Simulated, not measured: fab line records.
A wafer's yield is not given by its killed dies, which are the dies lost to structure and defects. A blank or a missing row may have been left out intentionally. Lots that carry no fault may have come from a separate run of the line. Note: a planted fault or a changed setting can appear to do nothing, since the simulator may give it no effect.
Check for tools in common ; flow gf180mcu ; 39 wafers sampled across 11 lots

== WHY THIS WAS OPENED ==
GF_POLY_GATE_THK_MEAS_01, reading POLY_GATE_CVD_00_THK: flagged on 2 of 11 lots. Wafers without a fault read 197.1 nm, standard deviation 2.1.
Rule: flag the lot when none of its wafers has a number, or when each of its wafers that has one lies beyond 4 standard deviations from that mean. All remaining lots are regarded as sound.

lot;measured;on;POLY_GATE_CVD_00_THK (nm), wafer by wafer;flag
L735;day 8 18:19;filmMetro-04;194.8 194.2 194.2;
L736;day 9 00:32;filmMetro-03;197.1 197.5 196.6;
L738;day 9 14:53;filmMetro-02;199.0 196.2 198.5;
L741;day 10 13:01;filmMetro-02;197.2 198.8 198.4;
L742;day 10 18:15;filmMetro-02;192.9 194.2 194.0;
L747;day 12 06:28;filmMetro-04;199.4 199.6 198.7;
L748;day 12 11:52;filmMetro-04;149.1 149.7 150.3 149.2 149.8 150.3;FLAGGED
L749;day 12 22:30;filmMetro-04;144.4 145.1 147.0 144.5 145.2 147.0;FLAGGED
L750;day 13 03:25;filmMetro-04;196.2 198.5 196.7;
L752;day 13 16:23;filmMetro-03;198.9 199.5 199.2;
L755;day 14 10:41;filmMetro-03;197.3 199.1 198.8;
The mean of the flagged lots' numbers is 147.6 nm, -49.5 nm from the usual (-24 standard deviations).

== TOOL THAT RAN EACH LOT ==
The record holds 2 process steps before the reading, out of a route of 602 steps. Cell contents, in order: the tool; ch with the chambers the sampled wafers went through; the start.
lot;flag;GF_VT_IMPLANT_RTA_45;GF_POLY_GATE_CVD_00
L735;;rtpAnneal-02 ch 0, day 7 20:01;lpcvd-01 ch 1, day 8 16:59
L736;;rtpAnneal-02 ch 0, day 8 03:02;lpcvd-01 ch 1, day 8 23:11
L738;;rtpAnneal-01 ch 0, day 8 16:01;lpcvd-01 ch 1, day 9 13:32
L741;;rtpAnneal-02 ch 0, day 9 12:46;lpcvd-01 ch 1, day 10 11:41
L742;;rtpAnneal-02 ch 0, day 9 18:54;lpcvd-02 ch 0, day 10 16:54
L747;;rtpAnneal-01 ch 0, day 11 03:52;lpcvd-02 ch 1, day 12 05:08
L748;FLAGGED;rtpAnneal-02 ch 0, day 11 11:13;lpcvd-01 ch 1, day 12 10:32
L749;FLAGGED;rtpAnneal-01 ch 0, day 11 19:16;lpcvd-01 ch 1, day 12 21:08
L750;;rtpAnneal-02 ch 0, day 12 00:22;lpcvd-02 ch 1, day 13 02:05
L752;;rtpAnneal-01 ch 0, day 12 15:08;lpcvd-01 ch 0, day 13 15:03
L755;;rtpAnneal-01 ch 0, day 13 07:58;lpcvd-02 ch 0, day 14 09:22
What these steps do:
- GF_VT_IMPLANT_RTA_45: time 30 s.
- GF_POLY_GATE_CVD_00: deposits poly-Si, target thk 200 nm, time 1180 s.
- GF_POLY_GATE_THK_MEAS_01

== FLAGGED OVER TOTAL, TOOL BY TOOL (the gauges that took the reading come last) ==
step;tool;lots run;flagged;share of the flagged lots;sound lots run after its first flagged lot
GF_VT_IMPLANT_RTA_45;rtpAnneal-01;5;1;some;2 (L752,L755)
GF_VT_IMPLANT_RTA_45;rtpAnneal-02;6;1;some;1 (L750)
GF_POLY_GATE_CVD_00;lpcvd-01;7;2;all;1 (L752)
GF_POLY_GATE_CVD_00;lpcvd-02;4;0;none;-
GF_POLY_GATE_THK_MEAS_01;filmMetro-02;3;0;none;-
GF_POLY_GATE_THK_MEAS_01;filmMetro-03;3;0;none;-
GF_POLY_GATE_THK_MEAS_01;filmMetro-04;5;2;all;1 (L750)

== WHAT IS ALLOWED BY THE TABLE ==
Table rows that saw every flagged lot: 2, namely lpcvd-01 at GF_POLY_GATE_CVD_00 and filmMetro-04 at GF_POLY_GATE_THK_MEAS_01.
- lpcvd-01 at GF_POLY_GATE_CVD_00: 2 of its 7 lots flagged. Sound lots followed the first flagged one (L752) on it, something a lasting fault affecting the whole tool could not allow. Its own readings lie more than 4 standard deviations out on every wafer of the flagged lots: spikeTcBottomC, spikeTcCentreC, spikeTcLowerC, spikeTcTopC, spikeTcUpperC, susceptorTempC.
- filmMetro-04 at GF_POLY_GATE_THK_MEAS_01: 2 of its 5 lots flagged. Sound lots followed the first flagged one (L750) on it, something a lasting fault affecting the whole tool could not allow.
Not one row of the table ran every flagged lot while running no sound lot after the first.

== WHAT THE SIMULATOR HAD INSERTED ==
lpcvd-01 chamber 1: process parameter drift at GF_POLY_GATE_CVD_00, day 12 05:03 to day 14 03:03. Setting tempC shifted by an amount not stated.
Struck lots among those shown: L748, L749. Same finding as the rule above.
